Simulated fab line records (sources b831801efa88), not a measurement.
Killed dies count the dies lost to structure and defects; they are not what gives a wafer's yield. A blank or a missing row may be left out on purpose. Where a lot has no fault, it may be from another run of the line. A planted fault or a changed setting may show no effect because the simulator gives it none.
Which tool is to blame?	flow gf180mcu	13 lots, 38 wafers sampled, at 3 steps of a route of 602

WHAT THE GAUGES SHOWED, per wafer
GF_V5_RS_MEAS_24: measurement is done with a four-point probe. Usual: for V5_W_RS the level is 0.329 ohm/sq and the standard deviation is 0.0031.
lot	measured	on	V5_W_RS (ohm/sq)	flag
L550	day 28 02:08	film_metro-02	0.327 0.329 0.332	
L552	day 28 11:11	film_metro-04	0.334 0.327 0.328	
L553	day 28 17:39	film_metro-02	0.334 0.328 0.332	
L554	day 28 21:31	film_metro-03	0.327 0.321 0.328	
L556	day 29 15:26	film_metro-04	0.329 0.329 0.331	
L560	day 30 17:38	film_metro-04	0.329 0.329 0.329	
L561	day 30 17:52	film_metro-04	0.327 0.331 0.326	
L564	day 31 20:44	film_metro-03	0.327 0.326	
L565	day 31 21:41	film_metro-04	0.332 0.332 0.331	
L566	day 32 09:01	film_metro-04	0.332 0.330 0.333	
L569	day 33 01:54	film_metro-02	0.333 0.327 0.328	
L570	day 33 08:41	film_metro-04	0.325 0.329 0.331	
L572	day 33 12:17	film_metro-02	0.327 0.326 0.332	

TOOL THAT RAN EACH LOT (tool first, then ch and the chambers of the sampled wafers, then the start)
lot	GF_V5_ETCH_17	GF_V5_STRIP_18
L550	rie_diel-01 ch 1,2, day 28 01:22 or earlier	plasma_asher-04 ch 0,1, day 28 01:22
L552	rie_diel-02 ch 1,3, day 28 10:19 or earlier	plasma_asher-04 ch 0,1, day 28 10:19
L553	rie_diel-01 ch 0,3, day 28 16:54 or earlier	plasma_asher-02 ch 0,1, day 28 16:54
L554	rie_diel-03 ch 0,2, day 28 20:44 or earlier	plasma_asher-04 ch 1, day 28 20:44
L556	rie_diel-01 ch 0,3, day 29 14:34 or earlier	plasma_asher-02 ch 0,1, day 29 14:34
L560	rie_diel-01 ch 1,3, day 30 16:47 or earlier	plasma_asher-04 ch 0,1, day 30 16:47
L561	rie_diel-03 ch 0,1,3, day 30 17:08 or earlier	plasma_asher-02 ch 0,1, day 30 17:08
L564	rie_diel-01 ch 0,1, day 31 19:57 or earlier	plasma_asher-01 ch 0,1, day 31 19:57
L565	rie_diel-02 ch 0,1,2, day 31 20:56 or earlier	plasma_asher-01 ch 0,1, day 31 20:56
L566	rie_diel-01 ch 1,2, day 32 08:16 or earlier	plasma_asher-04 ch 0,1, day 32 08:16
L569	rie_diel-01 ch 0,3, day 33 01:09 or earlier	plasma_asher-02 ch 0,1, day 33 01:09
L570	rie_diel-03 ch 2,3, day 33 07:56 or earlier	plasma_asher-04 ch 0,1, day 33 07:56
L572	rie_diel-01 ch 1,2,3, day 33 11:29 or earlier	plasma_asher-04 ch 0,1, day 33 11:29
- GF_V5_ETCH_17: etches SiO2 in C4F8/O2/Ar, stops on TiN, target depth 855 nm.
- GF_V5_STRIP_18: strips in O2/N2.

WHAT THE TOOLS THEMSELVES READ (means of the sampled wafers that have a number; where no wafer has one, the mark that the record gives instead)
GF_V5_ETCH_17. Usual: bias_w 1200 W, standard deviation 3.5; oes_product_au 0.860 a.u., standard deviation 0.0045.
lot	tool	bias_w (W)	oes_product_au (a.u.)	flag
L550	rie_diel-01	1202	0.859	
L552	rie_diel-02	1198	0.859	
L553	rie_diel-01	1200	0.861	
L554	rie_diel-03	1202	0.860	
L556	rie_diel-01	1199	0.857	
L560	rie_diel-01	1198	0.864	
L561	rie_diel-03	1196	0.860	
L564	rie_diel-01	1199	0.861	
L565	rie_diel-02	1199	0.859	
L566	rie_diel-01	1197	0.862	
L569	rie_diel-01	1200	0.862	
L570	rie_diel-03	1197	0.862	
L572	rie_diel-01	1197	0.857	

GF_V5_STRIP_18. Usual: drypump_motor_current_A 5.6 A, standard deviation 0.41; heater_power_w 318 W, standard deviation 23; oes_product_au 0.569 a.u., standard deviation 0.0053.
lot	tool	drypump_motor_current_A (A)	heater_power_w (W)	oes_product_au (a.u.)	flag
L550	plasma_asher-04	5.4	311	0.566	
L552	plasma_asher-04	5.3	320	0.565	
L553	plasma_asher-02	5.7	327	0.570	
L554	plasma_asher-04	5.6	305	0.567	
L556	plasma_asher-02	6.2	320	0.574	
L560	plasma_asher-04	5.4	323	0.568	
L561	plasma_asher-02	6.2	317	0.567	
L564	plasma_asher-01	5.8	318	0.567	
L565	plasma_asher-01	5.7	336	0.568	
L566	plasma_asher-04	5.4	311	0.570	
L569	plasma_asher-02	6.1	298	0.566	
L570	plasma_asher-04	5.3	317	0.566	
L572	plasma_asher-04	5.4	311	0.568	

THE ANSWER, worked out from the rows above alone
Rule: a lot is off if the mean of its wafers that have a number lies more than 3 standard deviations from the usual mean. Also off: a lot with no number at a reading for which 4 or more lots have one. The other lots that the step has rows for count as sound. First the gauges in route order, then the tools' own readings, where a lot's mean is used as printed above. The first step at which some lot is off is used, and at that step the reading that is off furthest; a lot without a number counts as furthest.
No lot is off at any reading shown: from this, nothing can be told.

WHAT HAD BEEN PUT IN BY THE SIMULATOR
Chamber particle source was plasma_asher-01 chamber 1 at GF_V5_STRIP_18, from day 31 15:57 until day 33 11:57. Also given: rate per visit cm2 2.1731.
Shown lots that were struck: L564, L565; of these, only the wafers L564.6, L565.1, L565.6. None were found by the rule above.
